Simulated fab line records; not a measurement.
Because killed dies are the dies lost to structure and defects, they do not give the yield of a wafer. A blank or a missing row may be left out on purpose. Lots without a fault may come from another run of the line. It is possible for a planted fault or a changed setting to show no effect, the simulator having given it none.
fab line records	flow sky130
[record] lots = 7	wafers = 21	last-day = 50
route steps=708 shown METAL2@495 VIA2@507 PAD_OPEN@708
lots with no fault: from the same line, run without faults
start-h: start of the lot's first displayed wafer, in hours after the record's first day	wait-h: hours elapsed since this lot's preceding step	" identical to the entry in the row above	L1.1+2: a single row standing in for several wafers	- no value present, or no start provided	* or withheld: withheld	< > ~ a bound
route shown NAME@n: NAME is a module with steps in the file, n the number in the route of the first one	usual: the fault-free wafers' mean and standard deviation	same: alike in all rows	chamber/n: place in a boat	sites: readings site by site	_std_site: the values' standard deviation	_edge_site: mean of outer sites minus mean of inner sites	radius-mm: how far each site lies from the wafer's centre	mask NAME#n: copy n	behind: the tool/chamber that last shaped the wafer	hold: cause of the lot's hold/its duration in hours/its outcome	device: whichever transistor did not switch (one of n, p or np)	end of line: the tests these same wafers got at the end of their route	a step with no rows: only its recipe	killed: the dies lost at the first sort to structure and to defects; this is not the yield of the wafer	map: the dies of a wafer, with x for killed, . for not killed, _ for no die there
set.NAME: the setting as run; set.NAME@STEP: as run at that earlier step	model.NAME: the simulator's own value behind a step, which no gauge read
lots at some steps of the route; a table a step, a row a wafer
services: the hour from which a tool's chamber was out of use, counted from the record's first day as start-h (under 0 if before that day), plus the number of hours and why
[[steps]]
[step SKY_METAL2_EXPOSE_12]
[recipe] mask-id = MM2	na = 0.8	source-shape = annular	sigma-inner = 0.55	sigma-outer = 0.85	target-cd-nm = 140	dose-mj = 28.67
[step SKY_METAL2_PEB_13]
[recipe] peb-temp-c = withheld	peb-time-s = withheld	resist = KrF-thick
[step SKY_METAL2_DEVELOP_14]
[recipe] develop-time-s = 60	resist = KrF-thick	dev-temp-c = 21
[step SKY_METAL2_CD_MEAS_15]
[recipe] target-cd-nm = 140
[usual] cd-nm = 140.4/1.3
lot.wafer	tool	chamber	start-h	wait-h	cd-nm
L781.2	cd-sem-01	-	840.54	-	141.5
L781.3	"	-	"	"	141.1
L781.4	"	-	"	"	141.3
L785.1	cd-sem-02	-	869.99	-	139.2
L785.2	"	-	"	"	139.2
L785.6	"	-	"	"	138.0
L794.3	cd-sem-02	-	952.97	-	140.3
L794.4	"	-	"	"	141.4
L794.6	"	-	"	"	140.5
L795.2	cd-sem-01	-	978.15	-	139.4
L795.4	"	-	"	"	138.5
L795.5	"	-	"	"	139.3
L797.2	cd-sem-02	-	979.27	-	140.4
L797.3	"	-	"	"	140.4
L797.5	"	-	"	"	141.2
L801.2	cd-sem-02	-	981.70	-	140.5
L801.4	"	-	"	"	141.6
L801.5	"	-	"	"	140.9
L800.4	cd-sem-02	-	984.89	-	140.6
L800.5	"	-	"	"	138.8
L800.6	"	-	"	"	138.3
[step SKY_METAL2_OVL_MEAS_16]
[usual] METAL2_OVL = 0/5.1
lot.wafer	tool	chamber	start-h	wait-h	METAL2_OVL[nm]
L781.2	overlay-02	-	840.65	0.1	9
L781.3	"	-	"	"	1
L781.4	"	-	"	"	2
L785.1	overlay-01	-	870.11	0.1	-1
L785.2	"	-	"	"	0
L785.6	"	-	"	"	0
L794.3	overlay-01	-	953.07	0.1	-2
L794.4	"	-	"	"	-5
L794.6	"	-	"	"	-4
L795.2	overlay-02	-	978.25	0.1	1
L795.4	"	-	"	"	9
L795.5	"	-	"	"	-3
L797.2	overlay-02	-	979.37	0.1	0
L797.3	"	-	"	"	6
L797.5	"	-	"	"	-4
L801.2	overlay-01	-	981.81	0.1	-9
L801.4	"	-	"	"	-1
L801.5	"	-	"	"	-6
L800.4	overlay-01	-	984.96	0.1	2
L800.5	"	-	"	"	8
L800.6	"	-	"	"	1
[step SKY_METAL2_DESCUM_17]
[recipe] chemistry = O2	source-power-w = 150	bias-power-w = 0	pressure-mtorr = 10	temp-c = 40	time-s = 8
[usual] drypump-motor-current-A = 5.7/0.52	oes-product-au = 0.999/0.0076	temp-c = 40.01/0.09
lot.wafer	tool	chamber	start-h	wait-h	drypump-motor-current-A	oes-product-au	rf-hours-counter-h	temp-c
L781.2	rie-metal-02	1	840.68	0.0	5.9	1.009	6	40.02
L781.3	"	0	"	"	5.7	0.998	-	40.06
L781.4	"	1	"	"	5.9	0.990	-	39.93
L785.1	rie-metal-03	0	870.14	0.0	4.9	0.987	9	39.94
L785.2	"	1	"	"	5.4	0.993	7	39.99
L785.6	"	1	"	"	5.4	0.989	-	40.05
L794.3	rie-metal-02	1	953.10	0.0	5.9	1.012	-	39.90
L794.4	"	0	"	"	5.8	1.014	-	39.99
L794.6	"	1	"	"	5.9	1.011	-	39.90
L795.2	rie-metal-04	0	978.28	0.0	6.7	1.006	2	40.21
L795.4	"	0	"	"	6.7	0.995	-	39.94
L795.5	"	0	"	"	6.7	1.002	-	40.07
L797.2	rie-metal-03	0	979.40	0.0	4.9	1.006	14	40.09
L797.3	"	0	"	"	4.9	1.002	-	40.01
L797.5	"	1	"	"	5.4	1.003	-	40.09
L801.2	rie-metal-03	0	981.84	0.0	4.9	1.003	15	39.92
L801.4	"	0	"	"	4.9	0.997	-	39.99
L801.5	"	1	"	"	5.4	0.994	-	40.03
L800.4	rie-metal-03	1	984.99	0.0	5.4	0.997	-	40.01
L800.5	"	0	"	"	4.9	0.997	-	39.97
L800.6	"	1	"	"	5.4	0.997	-	39.95
[step SKY_METAL2_ETCH_18]
[recipe] chemistry = N2/H2	target = BARC	ion-energy-ev = 200	bias-w = 100	pressure-mtorr = 30	n2-flow-sccm = 100	h2-flow-sccm = 200	icp-w = 500	stop-on = SiO2	time-s = 45.9	target-depth-a = 600
[usual] drypump-motor-current-A = 5.7/0.53	oes-product-au = 0.854/0.0044	throttle-valve-pct = 13.224/0.009
lot.wafer	tool	chamber	start-h	wait-h	drypump-motor-current-A	oes-product-au	rf-hours-counter-h	throttle-valve-pct
L781.2	rie-metal-02	1	840.71	0.0	5.9	0.853	6	13.219
L781.3	"	0	"	"	5.8	0.850	-	13.226
L781.4	"	1	"	"	5.9	0.849	-	13.213
L785.1	rie-metal-03	0	870.17	0.0	5.0	0.850	9	13.231
L785.2	"	1	"	"	5.4	0.848	7	13.225
L785.6	"	1	"	"	5.4	0.853	-	13.229
L794.3	rie-metal-02	1	953.14	0.0	5.9	0.855	-	13.232
L794.4	"	0	"	"	5.7	0.855	-	13.223
L794.6	"	1	"	"	5.9	0.851	-	13.219
L795.2	rie-metal-04	0	978.31	0.0	6.7	0.849	2	13.219
L795.4	"	0	"	"	6.7	0.849	-	13.237
L795.5	"	0	"	"	6.7	0.858	-	13.224
L797.2	rie-metal-03	0	979.43	0.0	4.9	0.856	14	13.231
L797.3	"	0	"	"	4.9	0.852	-	13.231
L797.5	"	1	"	"	5.4	0.849	-	13.201
L801.2	rie-metal-03	0	981.87	0.0	4.9	0.854	15	13.217
L801.4	"	0	"	"	4.9	0.852	-	13.220
L801.5	"	1	"	"	5.4	0.847	-	13.220
L800.4	rie-metal-03	1	985.03	0.0	5.4	0.853	-	13.216
L800.5	"	0	"	"	4.9	0.846	-	13.214
L800.6	"	1	"	"	5.4	0.855	-	13.220
[step SKY_METAL2_METAL_ETCH_19]
[recipe] target-depth-a = 3600	stop-on = SiO2	over-etch-frac = 0.3	time-s = 78	chemistry = Cl2/BCl3	resist-sidewall-deg = 88	pressure-mtorr = 10	icp-w = 900	bias-w = 48.5	Cl2_flow_sccm = 60	bcl3-flow-sccm = 30
[usual] drypump-motor-current-A = 5.7/0.53	oes-product-au = 0.853/0.0058	throttle-valve-pct = 22.265/0.0091
lot.wafer	tool	chamber	start-h	wait-h	drypump-motor-current-A	oes-product-au	rf-hours-counter-h	throttle-valve-pct
L781.2	rie-metal-02	1	840.78	0.0	5.9	0.858	6	22.244
L781.3	"	0	"	"	5.7	0.853	-	22.263
L781.4	"	1	"	"	5.9	0.857	-	22.270
L785.1	rie-metal-03	0	870.24	0.0	4.9	0.853	9	22.267
L785.2	"	1	"	"	5.4	0.851	7	22.253
L785.6	"	1	"	"	5.4	0.859	-	22.282
L794.3	rie-metal-02	1	953.21	0.1	5.9	0.855	-	22.270
L794.4	"	0	"	"	5.8	0.856	-	22.262
L794.6	"	1	"	"	5.9	0.861	-	22.261
L795.2	rie-metal-04	0	978.38	0.0	6.6	0.850	2	22.247
L795.4	"	0	"	"	6.7	0.852	-	22.273
L795.5	"	0	"	"	6.7	0.848	-	22.271
L797.2	rie-metal-03	0	979.50	0.0	4.9	0.854	15	22.268
L797.3	"	0	"	"	4.9	0.861	-	22.272
L797.5	"	1	"	"	5.4	0.855	-	22.255
L801.2	rie-metal-03	0	981.93	0.0	4.9	0.858	15	22.244
L801.4	"	0	"	"	4.9	0.857	-	22.266
L801.5	"	1	"	"	5.4	0.845	-	22.257
L800.4	rie-metal-03	1	985.11	0.1	5.4	0.851	-	22.252
L800.5	"	0	"	"	4.9	0.849	-	22.275
L800.6	"	1	"	"	5.4	0.847	-	22.265
[step SKY_METAL2_STRIP_20]
[recipe] chemistry = O2/N2	power-w = 1400	pressure-mtorr = 1500	platen-temp-c = withheld	o2-flow-sccm = 3000	n2-flow-sccm = 300	overash-fraction = 0.5
[usual] drypump-motor-current-A = 5.78/0.24	oes-product-au = 0.343/0.005	strip-time-to-endpoint-s = 2.70/0.035
lot.wafer	tool	chamber	start-h	wait-h	drypump-motor-current-A	oes-product-au	rf-hours-counter-h	strip-time-to-endpoint-s
L781.2	plasma-asher-03	1	840.87	0.1	5.79	0.342	99	2.67
L781.3	"	1	"	"	5.77	0.342	-	2.68
L781.4	"	0	"	"	5.84	0.338	-	2.70
L785.1	plasma-asher-02	0	870.33	0.1	5.99	0.343	76	2.71
L785.2	"	1	"	"	6.00	0.337	76	2.68
L785.6	"	0	"	"	6.00	0.346	-	2.72
L794.3	plasma-asher-04	0	953.31	0.1	5.56	0.335	-	2.69
L794.4	"	1	"	"	5.27	0.346	-	2.66
L794.6	"	0	"	"	5.56	0.339	-	2.68
L795.2	plasma-asher-02	0	978.47	0.1	6.01	0.347	88	2.69
L795.4	"	0	"	"	6.01	0.344	-	2.71
L795.5	"	0	"	"	6.00	0.342	-	2.71
L797.2	plasma-asher-02	0	979.59	0.1	5.99	0.357	88	2.72
L797.3	"	0	"	"	6.00	0.350	-	2.70
L797.5	"	1	"	"	6.02	0.345	-	2.68
L801.2	plasma-asher-02	1	982.02	0.1	6.03	0.335	88	2.65
L801.4	"	1	"	"	6.04	0.346	-	2.68
L801.5	"	0	"	"	5.99	0.342	-	2.68
L800.4	plasma-asher-02	0	985.20	0.1	6.01	0.354	-	2.72
L800.5	"	0	"	"	5.99	0.350	-	2.74
L800.6	"	1	"	"	6.00	0.339	-	2.74
[step SKY_METAL2_STRIP_21]
[recipe] chemistry = post-etch-residue-remover	time-s = 1200	temp-c = 72.5
[step SKY_METAL2_CLEAN_22]
[recipe] chemistry = IPA	time-s = 180	temp-c = 25
[step SKY_METAL2_CLEAN_23]
[recipe] chemistry = O3/DIW	dry = n2-spin
[step SKY_VIA2_HDPCVD_00]
[recipe] material = SiO2	target-thk-nm = 1180	sigma-open-frac = 0.3	time-s = 196.7	temp-c = 400	sih4-flow-sccm = 60	pressure-mtorr = 6
[usual] run-length-s = 224.6/0.6
lot.wafer	tool	chamber	start-h	wait-h	run-length-s	model.SiO2_of_VIA2_HDPCVD_00.thk-nm
L781.2	hdpcvd-02	1	841.49	0.0	224.0	1183
L781.3	"	2	"	"	224.9	1178
L781.4	"	1	"	"	223.6	1201
L785.1	hdpcvd-02	1	870.92	0.0	223.5	1202
L785.2	"	0	"	"	224.6	1194
L785.6	"	2	"	"	225.7	1191
L794.3	hdpcvd-02	0	953.87	0.0	248.7	1337
L794.4	"	0	"	"	249.1	1332
L794.6	"	1	"	"	223.4	1190
L795.2	hdpcvd-02	0	979.06	0.0	248.2	1329
L795.4	"	1	"	"	223.6	1197
L795.5	"	2	"	"	225.2	1189
L797.2	hdpcvd-02	1	980.18	0.0	223.5	1195
L797.3	"	2	"	"	224.9	1179
L797.5	"	0	"	"	248.9	1336
L801.2	hdpcvd-01	2	982.62	0.0	224.7	1191
L801.4	"	0	"	"	225.0	1192
L801.5	"	2	"	"	224.4	1203
L800.4	hdpcvd-01	1	985.82	0.1	224.9	1179
L800.5	"	2	"	"	224.3	1169
L800.6	"	0	"	"	225.5	1159
[step SKY_VIA2_THK_MEAS_01]
[recipe] reads = SiO2_of_VIA2_HDPCVD_00
[usual] VIA2_HDPCVD_THK = 1191/11
lot.wafer	tool	chamber	start-h	wait-h	VIA2_HDPCVD_THK[nm]
L781.2	film-metro-01	-	841.63	0.1	1184
L781.3	"	-	"	"	1179
L781.4	"	-	"	"	1201
L785.1	film-metro-03	-	871.05	0.1	1202
L785.2	"	-	"	"	1194
L785.6	"	-	"	"	1191
L794.3	film-metro-03	-	954.01	0.1	1338
L794.4	"	-	"	"	1332
L794.6	"	-	"	"	1191
L795.2	film-metro-01	-	979.19	0.1	1328
L795.4	"	-	"	"	1198
L795.5	"	-	"	"	1189
L797.2	film-metro-03	-	980.31	0.1	1195
L797.3	"	-	"	"	1178
L797.5	"	-	"	"	1336
L801.2	film-metro-01	-	982.75	0.1	1191
L801.4	"	-	"	"	1192
L801.5	"	-	"	"	1203
L800.4	film-metro-03	-	985.91	0.0	1179
L800.5	"	-	"	"	1169
L800.6	"	-	"	"	1160
[step SKY_VIA2_CMP_02]
[recipe] material = SiO2	down-force-psi = 4	platen-rpm = 60	pad-velocity-m-s = 0.94248
[usual] edge-zone-pressure-frac = 1.000/0.005	head-pressure-psi = 4.000/0.0081	motor-current-A = 12.5/0.94	retaining-ring-pressure-frac = 1.000/0.0048
lot.wafer	tool	chamber	start-h	wait-h	edge-zone-pressure-frac	head-pressure-psi	motor-current-A	retaining-ring-pressure-frac
L781.3	cmp-02	2	841.68	0.0	1.003	3.989	14.2	0.993
L781.2	"	3	"	"	1.002	3.995	13.0	1.001
L781.4	"	0	"	"	1.000	3.998	11.9	0.997
L785.2	cmp-02	0	871.16	0.1	0.996	4.002	11.8	0.998
L785.1	"	2	"	"	0.984	4.009	14.3	0.999
L785.6	"	3	"	"	1.004	3.996	13.1	0.999
L794.4	cmp-02	1	954.05	0.0	1.005	4.006	12.6	1.002
L794.3	"	0	"	"	0.997	4.002	12.1	1.013
L794.6	"	1	"	"	1.010	4.002	12.0	0.991
L795.2	cmp-01	3	979.24	0.0	1.001	3.993	10.7	1.005
L795.4	"	2	"	"	0.998	4.000	11.4	0.996
L795.5	"	3	"	"	0.995	4.000	11.2	1.006
L797.3	cmp-01	2	980.41	0.1	0.994	4.005	11.1	0.998
L797.2	"	0	"	"	1.001	4.019	13.3	0.998
L797.5	"	2	"	"	0.996	4.001	11.5	0.995
L801.2	cmp-01	0	982.85	0.1	1.008	4.006	13.2	1.004
L801.4	"	1	"	"	1.002	3.996	11.9	1.000
L801.5	"	0	"	"	1.003	3.987	13.1	1.008
L800.4	cmp-01	1	986.28	0.4	0.998	4.010	12.0	0.996
L800.6	"	0	"	"	0.996	4.012	12.4	1.004
L800.5	"	1	"	"	0.998	4.007	12.0	1.003
[step SKY_PAD_OPEN_PROBE_99]
[usual] defect-limited-yield = 82.8/1.7	killed_at_M0_to_M3 = 43/6.2	killed_at_M4_up = 2.8/1.7	killed-at-contacts = 24/4.8	killed-at-front-end = 15/4.3	killed-at-other = 0.3/0.55	killed-dies = 85/8.4	killed-open = 46/6.7	killed-short = 38/6.2	sort_bin_3_pad_short = 0.9/0.46	sort_bin_5_function = 10.2/1.3	sort_bin_6_memory = 6.1/0.9	sort-n-pass = 407/8.4	sort-yield-pct = 82.8/1.7
[same] gross-dies = 492	killed-at-back-side = 0	sort_bin_4_leakage[%] = 0	sort_bin_8_speed[%] = 0
lot.wafer	tool	chamber	start-h	wait-h	defect-limited-yield[%]	killed_at_M0_to_M3	killed_at_M4_up	killed-at-contacts	killed-at-front-end	killed-at-other	killed-dies	killed-open	killed-short	sort_bin_3_pad_short[%]	sort_bin_5_function[%]	sort_bin_6_memory[%]	sort-n-pass	sort-yield-pct[%]
L781.2	prober-02	-	1089.30	0.1	82.9	49	1	20	14	0	84	37	47	0.4	10.0	6.7	408	82.9
L781.3	prober-02	-	1089.35	0.2	83.3	34	3	29	16	0	82	50	32	1.8	8.5	6.3	410	83.3
L781.4	prober-02	-	1089.40	0.2	82.9	35	4	29	16	0	84	41	43	1.0	9.3	6.7	408	82.9
L785.1	prober-02	-	1113.63	0.1	83.7	46	3	17	14	0	80	49	31	1.2	9.6	5.5	412	83.7
L785.2	prober-02	-	1113.68	0.1	84.1	39	2	24	12	1	78	50	27	0.2	8.1	7.5	414	84.1
L785.6	prober-02	-	1113.88	0.2	85.2	42	4	20	7	0	73	37	35	0.8	8.1	5.9	419	85.2
L794.3	prober-01	-	1171.99	0.2	80.3	51	1	30	15	0	97	52	45	2.6	11.2	5.9	395	80.3
L794.4	prober-01	-	1172.04	0.2	83.9	42	2	21	14	0	79	48	31	0.2	10.0	5.9	413	83.9
L794.6	prober-01	-	1172.14	0.2	83.3	45	3	26	7	1	82	37	44	1.2	10.0	5.5	410	83.3
L795.2	prober-02	-	1190.58	0.1	81.7	53	2	28	6	1	90	48	42	0.8	11.8	5.7	402	81.7
L795.4	prober-02	-	1190.68	0.2	80.7	48	7	25	14	1	95	43	52	1.4	11.0	6.9	397	80.7
L795.5	prober-02	-	1190.73	0.2	82.3	41	3	22	20	1	87	47	39	1.2	10.6	5.9	405	82.3
L797.2	prober-01	-	1193.64	0.1	79.5	47	1	30	23	0	101	52	49	1.2	11.8	7.5	391	79.5
L797.3	prober-01	-	1193.69	0.2	85.4	37	2	18	15	0	72	38	30	1.2	8.3	5.1	420	85.4
L797.5	prober-01	-	1193.79	0.2	84.8	38	0	19	18	0	75	44	30	1.0	10.0	4.3	417	84.8
// killed by level:class
L781.2 METAL2:geometric-particle:short=11 LI_CONTACT:geometric-particle:open=8 VIA1:geometric-particle:open=7 FIELD_ISO:geometric-particle:short=6 VIA3:geometric-particle:open=5 VIA2:geometric-particle:short=5 CONTACT:geometric-particle:short=5 METAL3:geometric-particle:short=5
L781.3 CONTACT:geometric-particle:open=13 VIA1:geometric-particle:open=8 LI_CONTACT:geometric-particle:open=7 LOCAL_INTERCONNECT:geometric-particle:short=6 VIA2:geometric-particle:open=5 POLY_GATE:geometric-particle:open=4 VIA1:geometric-particle:short=4 METAL1:geometric-particle:short=4
L781.4 LOCAL_INTERCONNECT:geometric-particle:short=9 LI_CONTACT:geometric-particle:open=8 VIA1:geometric-particle:open=8 CONTACT:geometric-particle:open=6 FIELD_ISO:geometric-particle:short=5 METAL2:geometric-particle:short=5 VIA3:geometric-particle:open=5 VIA2:geometric-particle:open=4
L785.1 VIA1:geometric-particle:open=18 VIA2:geometric-particle:open=8 METAL1:geometric-particle:short=7 LI_CONTACT:geometric-particle:open=5 CONTACT:geometric-particle:open=5 POLY_GATE:geometric-particle:open=4 POLY_GATE:geometric-particle:short=4 METAL2:geometric-particle:short=4
L785.2 VIA1:geometric-particle:open=12 LOCAL_INTERCONNECT:geometric-particle:short=7 VIA3:geometric-particle:open=7 CONTACT:geometric-particle:open=6 VIA2:geometric-particle:open=6 POLY_GATE:geometric-particle:open=4 CONTACT:geometric-particle:short=4 METAL2:geometric-particle:short=4
L785.6 CONTACT:geometric-particle:open=10 VIA1:geometric-particle:open=9 VIA1:geometric-particle:short=6 VIA3:geometric-particle:open=6 METAL1:geometric-particle:short=5 LI_CONTACT:geometric-particle:open=4 VIA3:geometric-particle:short=4 METAL2:geometric-particle:short=3
L794.3 VIA1:geometric-particle:open=11 METAL2:geometric-particle:short=10 CONTACT:geometric-particle:open=8 LI_CONTACT:geometric-particle:open=7 POLY_GATE:geometric-particle:open=6 CONTACT:geometric-particle:short=6 LI_CONTACT:geometric-particle:short=5 VIA1:geometric-particle:short=5
L794.4 VIA3:geometric-particle:open=11 VIA1:geometric-particle:open=9 LI_CONTACT:geometric-particle:open=8 METAL2:geometric-particle:short=8 CONTACT:geometric-particle:open=5 FIELD_ISO:geometric-particle:short=4 POLY_GATE:geometric-particle:open=4 METAL3:geometric-particle:short=4
L794.6 VIA1:geometric-particle:open=10 LI_CONTACT:geometric-particle:open=7 LOCAL_INTERCONNECT:geometric-particle:short=6 VIA2:geometric-particle:open=6 VIA2:geometric-particle:short=6 VIA1:geometric-particle:short=5 CONTACT:geometric-particle:short=5 METAL2:geometric-particle:short=5
L795.2 VIA1:geometric-particle:open=12 CONTACT:geometric-particle:open=11 METAL1:geometric-particle:short=8 VIA3:geometric-particle:open=8 CONTACT:geometric-particle:short=6 LI_CONTACT:geometric-particle:open=6 METAL3:geometric-particle:short=5 LOCAL_INTERCONNECT:geometric-particle:short=4
L795.4 CONTACT:geometric-particle:open=9 METAL1:geometric-particle:short=8 VIA1:geometric-particle:open=8 CONTACT:geometric-particle:short=6 VIA1:geometric-particle:short=6 VIA3:geometric-particle:open=6 LI_CONTACT:geometric-particle:open=5 VIA2:geometric-particle:short=4
L795.5 LI_CONTACT:geometric-particle:open=9 VIA3:geometric-particle:open=9 VIA1:geometric-particle:open=7 FIELD_ISO:geometric-particle:short=5 POLY_GATE:geometric-particle:short=5 CONTACT:geometric-particle:open=5 METAL2:geometric-particle:short=4 METAL1:geometric-particle:short=4
L797.2 LI_CONTACT:geometric-particle:open=10 VIA3:geometric-particle:open=10 VIA1:geometric-particle:open=8 FIELD_ISO:geometric-particle:open=6 CONTACT:geometric-particle:open=6 METAL1:geometric-particle:short=6 METAL3:geometric-particle:short=6 LI_CONTACT:geometric-particle:short=5
L797.3 VIA1:geometric-particle:open=9 POLY_GATE:geometric-particle:open=6 CONTACT:geometric-particle:open=6 METAL1:geometric-particle:short=6 VIA3:geometric-particle:open=5 LI_CONTACT:geometric-particle:open=4 VIA2:geometric-particle:short=4 VIA2:geometric-particle:open=4
L797.5 VIA3:geometric-particle:open=9 VIA1:geometric-particle:open=8 LI_CONTACT:geometric-particle:open=6 CONTACT:geometric-particle:open=5 METAL1:geometric-particle:short=5 VIA2:geometric-particle:open=5 FIELD_ISO:geometric-particle:open=4 SPACER:geometric-particle:short=4
[[services]]
tool	chamber	start-h	hours	kind
rie-metal-03	-	826.90	15.6	pm
cmp-02	-	832.09	5.0	repair
hdpcvd-02	2	832.37	2.1	repair
cmp-01	-	835.17	0.3	repair
rie-metal-04	0	902.08	-	clean
rie-metal-04	0	902.08	16.8	scheduled-down
rie-metal-04	0	902.08	16.8	vent-cycle
hdpcvd-02	0	911.75	4.7	repair
cmp-02	-	912.17	4.0	pm
cmp-02	-	916.17	-	consumable-replace:conditioner
cmp-02	-	916.17	-	consumable-replace:pad
hdpcvd-01	-	929.16	5.5	pm
cmp-01	-	934.40	6.5	repair
cmp-01	-	935.63	0.3	repair
rie-metal-04	-	936.96	0.4	repair
hdpcvd-01	-	950.25	15.0	pm
hdpcvd-01	0	950.25	15.0	vent-cycle
hdpcvd-01	1	950.25	15.0	vent-cycle
hdpcvd-01	2	950.25	15.0	vent-cycle
plasma-asher-03	-	952.13	2.9	repair
hdpcvd-01	0	965.25	-	clean
hdpcvd-01	1	965.25	-	clean
cmp-02	-	982.57	4.1	pm
rie-metal-02	0	982.87	14.9	repair
[[key]]
[first-sign] step = SKY_VIA2_HDPCVD_00	reading = run-length-s	direction = up	sigmas = 40	usual = *	struck = *
[effect] step = SKY_VIA2_THK_MEAS_01	reading = VIA2_HDPCVD_THK	direction = up	sigmas = 13	usual = 1191	struck = 1334
[model-effect] step = SKY_VIA2_HDPCVD_00	value = SiO2_of_VIA2_HDPCVD_00.thk-nm	without = 1191	struck = 1334
met-at SKY_VIA2_HDPCVD_00
struck-wafers L794.3,L794.4,L795.2,L797.5
onset-between 870.92 953.87
[fault] kind = process-parameter-drift	tool = hdpcvd-02	chamber = 0	onset-h = 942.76	steps = SKY_VIA2_HDPCVD_00	channel = time-s	offset = *	shape = step	end-h = 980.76	acts-in = *	stated = *
